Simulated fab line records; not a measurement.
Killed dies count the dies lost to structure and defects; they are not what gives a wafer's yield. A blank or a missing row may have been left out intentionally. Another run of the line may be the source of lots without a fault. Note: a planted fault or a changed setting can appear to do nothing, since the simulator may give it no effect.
fab line records	flow gf180mcu
record lots=6	wafers=18	lastDay=34
route steps=602 shown M1@334 V1@335
lots untouched by any fault: they come from a run of this same line in which no faults occurred
startH: hours from the record's first day to the start of the lot's first wafer shown	waitH: hours elapsed since this lot's preceding step	" same as the row above	L1.1+2: one row covering several wafers at once	- no value, or no start given	* or withheld: withheld	< > ~ a bound
route shown NAME@n: a module of which the file shows steps, and the number in the route of the first	usual: mean/standard deviation taken from wafers without a fault	same: alike in all rows	chamber/n: place in a boat	sites: per-site readings	_std_site: standard deviation of those values	_edge_site: the outer-site mean with the inner-site mean subtracted	radiusMm: for every site, how far away it sits from the centre of the wafer	mask NAME#n: copy n	behind: tool/chamber where the wafer was last shaped	hold: cause of the lot's hold/its duration in hours/its outcome	device: which transistor (n, p or np) failed to switch	end of line: tests run on the same wafers once the route is complete	step lacking rows: just its recipe	killed: at the first sort, the dies lost to defects and structure; wafer yield is something else	map: a wafer's dies, x killed, . not, _ none there
set.NAME: setting as actually run; set.NAME@STEP: the setting as run at that earlier step	model.NAME: the simulator's own value behind a step, which no gauge read
a table for each step, a row for each wafer; lots at some steps of the route
services: the hour from which a tool's chamber was out of use, counted from the record's first day as startH (under 0 if before that day), plus the number of hours and why
## steps
# step GF_M1_CLEAN_19
# recipe chemistry=DIW	dry=n2Spin
# step GF_V1_CVD_00
# recipe material=SiO2	targetThkNm=600	sigmaOpenFrac=0.3	tempC=400	timeS=100	sih4FlowSccm=60	pressureMtorr=6
# step GF_V1_THK_MEAS_01
# recipe reads=SiO2_of_V1_CVD_00
# usual V1_CVD_00_THK=601/5.8
lot.wafer	tool	chamber	startH	waitH	V1_CVD_00_THK[nm]
L192.1	filmMetro-02	-	537.37	0.0	603
L192.4	"	-	"	"	598
L192.6	"	-	"	"	600
L193.1	filmMetro-04	-	539.91	0.1	602
L193.2	"	-	"	"	607
L193.3	"	-	"	"	612
L194.2	filmMetro-01	-	545.55	0.1	606
L194.5	"	-	"	"	607
L194.6	"	-	"	"	594
L195.3	filmMetro-02	-	551.04	0.1	596
L195.5	"	-	"	"	603
L195.6	"	-	"	"	604
L196.3	filmMetro-04	-	557.38	0.1	599
L196.5	"	-	"	"	602
L196.6	"	-	"	"	595
L197.4	filmMetro-04	-	566.36	0.0	598
L197.5	"	-	"	"	602
L197.6	"	-	"	"	601
# step GF_V1_CVD_02
# recipe material=SiO2	targetThkNm=850	precursor=TEOS	tempC=400	timeS=94.851	rfW=600
# usual heaterPowerW=648/84
lot.wafer	tool	chamber	startH	waitH	heaterPowerW
L192.1	pecvd-01	1	537.43	0.1	721
L192.4	"	0	"	"	523
L192.6	"	1	"	"	582
L193.1	pecvd-02	0	539.97	0.1	688
L193.2	"	1	"	"	671
L193.3	"	2	"	"	575
L194.2	pecvd-01	0	545.60	0.0	629
L194.5	"	2	"	"	599
L194.6	"	1	"	"	713
L195.3	pecvd-01	1	551.08	0.0	751
L195.5	"	2	"	"	579
L195.6	"	1	"	"	594
L196.3	pecvd-02	2	557.42	0.0	514
L196.5	"	0	"	"	626
L196.6	"	1	"	"	547
L197.4	pecvd-01	1	566.43	0.1	740
L197.5	"	0	"	"	676
L197.6	"	2	"	"	508
# step GF_V1_THK_MEAS_03
# recipe reads=SiO2_of_V1_CVD_02
# usual V1_CVD_02_THK=846/13
lot.wafer	tool	chamber	startH	waitH	V1_CVD_02_THK[nm]
L192.1	filmMetro-04	-	537.50	0.0	830
L192.4	"	-	"	"	847
L192.6	"	-	"	"	835
L193.1	filmMetro-04	-	540.04	0.0	841
L193.2	"	-	"	"	836
L193.3	"	-	"	"	861
L194.2	filmMetro-04	-	545.67	0.0	833
L194.5	"	-	"	"	859
L194.6	"	-	"	"	843
L195.3	filmMetro-04	-	551.17	0.1	822
L195.5	"	-	"	"	843
L195.6	"	-	"	"	846
L196.3	filmMetro-01	-	557.51	0.1	847
L196.5	"	-	"	"	844
L196.6	"	-	"	"	834
L197.4	filmMetro-01	-	566.49	0.0	830
L197.5	"	-	"	"	845
L197.6	"	-	"	"	850
# step GF_V1_CMP_04
# recipe material=SiO2	downForcePsi=4	platenRpm=60	padVelocityMS=0.94248
# usual motorCurrentA=12.5/1.4	platenRpm=60.00/0.04	slurryFlowMlMin=150.0/0.49	timeToEndpointS=76/5.8
lot.wafer	tool	chamber	startH	waitH	motorCurrentA	platenRpm	slurryFlowMlMin	timeToEndpointS
L192.1	cmp-01	3	537.56	0.1	11.7	60.00	150.5	75
L192.4	"	2	"	"	10.5	60.04	150.7	80
L192.6	"	0	"	"	11.8	59.97	150.0	81
L193.3	cmp-02	3	540.10	0.0	11.9	59.96	150.6	83
L193.2	"	1	"	"	11.1	60.05	149.5	75
L193.1	"	2	"	"	15.1	59.97	151.1	70
L194.2	cmp-01	2	545.72	0.0	11.3	59.96	149.6	72
L194.5	"	2	"	"	11.1	60.03	150.0	81
L194.6	"	3	"	"	11.8	59.98	150.5	76
L195.3	cmp-02	2	551.26	0.1	14.1	59.95	150.3	66
L195.5	"	1	"	"	10.8	60.04	150.8	73
L195.6	"	2	"	"	14.4	60.07	149.8	75
L196.3	cmp-02	3	557.65	0.1	11.8	59.96	149.9	72
L196.6	"	1	"	"	11.0	60.01	150.0	69
L196.5	"	2	"	"	14.8	60.07	149.3	70
L197.4	cmp-02	0	566.52	0.0	13.3	59.94	150.1	63
L197.5	"	0	"	"	12.6	59.96	149.7	69
L197.6	"	1	"	"	10.9	59.94	149.8	69
# step GF_V1_BOW_MEAS_05
# recipe mode=bow
# usual V1_BOW=84/7.1
lot.wafer	tool	chamber	startH	waitH	V1_BOW[um]
L192.1	filmMetro-02	-	537.86	0.2	89
L192.4	"	-	"	"	72
L192.6	"	-	"	"	86
L193.1	filmMetro-04	-	540.40	0.1	67
L193.2	"	-	"	"	82
L193.3	"	-	"	"	89
L194.2	filmMetro-01	-	546.04	0.3	81
L194.5	"	-	"	"	79
L194.6	"	-	"	"	90
L195.3	filmMetro-04	-	551.55	0.2	84
L195.5	"	-	"	"	93
L195.6	"	-	"	"	84
L196.3	filmMetro-04	-	557.89	0.2	95
L196.5	"	-	"	"	91
L196.6	"	-	"	"	82
L197.4	filmMetro-01	-	566.88	0.3	87
L197.5	"	-	"	"	87
L197.6	"	-	"	"	82
# step GF_V1_DEHYDRATE_06
# recipe tempC=200	timeS=60
# step GF_V1_HMDS_07
# recipe primeTimeS=60	primeTempC=120
# step GF_V1_COAT_08
# recipe resist=BARC	tempC=withheld	timeS=withheld	spinRpm=withheld	resistThkNm=withheld
# step GF_V1_COAT_09
# recipe resist=KrF	spinRpm=withheld	resistThkNm=1000
# step GF_V1_SOFTBAKE_10
# recipe tempC=130	timeS=60	resist=KrF
# step GF_V1_EXPOSE_11
# recipe maskId=Via1	targetCdNm=260	na=0.68	sourceShape=conventional	sigmaOuter=0.6	doseMj=38
# usual exposureDoseMJCm2=37.97/0.043	focusOffsetNm=0.0/0.52
lot.wafer	tool	chamber	startH	waitH	mask	exposureDoseMJCm2	focusOffsetNm
L192.1	krfScanner-01	0	549.39	-	Via1#0	38.00	-0.5
L192.4	"	0	"	"	Via1#0	38.00	-0.4
L192.6	"	0	"	"	Via1#0	37.98	-0.1
L193.1	krfScanner-01	-	551.42	-	Via1#0	-	-
L193.2	"	-	"	"	Via1#0	-	-
L193.3	"	-	"	"	Via1#0	-	-
L194.2	krfScanner-01	-	557.33	-	Via1#0	-	-
L194.5	"	-	"	"	Via1#0	-	-
L194.6	"	-	"	"	Via1#0	-	-
L195.3	krfScanner-01	0	562.88	-	Via1#0	37.90	-0.5
L195.5	"	0	"	"	Via1#0	37.94	-0.1
L195.6	"	0	"	"	Via1#0	37.88	0.0
L196.3	krfScanner-02	0	569.06	-	Via1#0	38.03	-0.4
L196.5	"	0	"	"	Via1#0	38.00	0.2
L196.6	"	0	"	"	Via1#0	38.06	-0.2
L197.4	krfScanner-01	0	577.54	-	Via1#0	37.92	-0.5
L197.5	"	0	"	"	Via1#0	37.90	-0.3
L197.6	"	0	"	"	Via1#0	37.86	-0.6
# step GF_V1_PEB_12
# recipe pebTempC=135	pebTimeS=90	resist=KrF
## services
tool	chamber	startH	hours	kind
cmp-01	-	516.34	0.9	repair
krfScanner-01	-	517.09	0.7	repair
krfScanner-02	-	522.13	0.8	pm
krfScanner-02	-	528.03	0.8	pm
cmp-01	-	540.03	2.2	repair
cmp-02	-	573.08	1.3	repair
krfScanner-01	-	574.90	0.3	repair
## key
firstSign step=GF_V1_EXPOSE_11	reading=toolRecord	direction=missing
effect none on later readings
metAt GF_V1_EXPOSE_11
struckWafers L193.1,L193.2,L193.3,L194.2,L194.5,L194.6
laterRowsLeftOut L193.1,L193.2,L193.3,L194.2,L194.5,L194.6
sortLeftOut L193.1,L193.2,L193.3,L194.2,L194.5,L194.6
onsetBetween 549.39 551.42
fault kind=skippedStepWhole	tool=krfScanner-01	chamber=-	onsetH=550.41	steps=GF_V1_EXPOSE_11	scope=struckLotsOnly
# sortLeftOut: the simulated sort isn't trusted on such a fault, so these wafers' sort isn't shown, and their yield isn't known
# laterRowsLeftOut: the simulator's readings of these wafers behind a module that went badly wrong aren't trusted and aren't shown, but for the sort
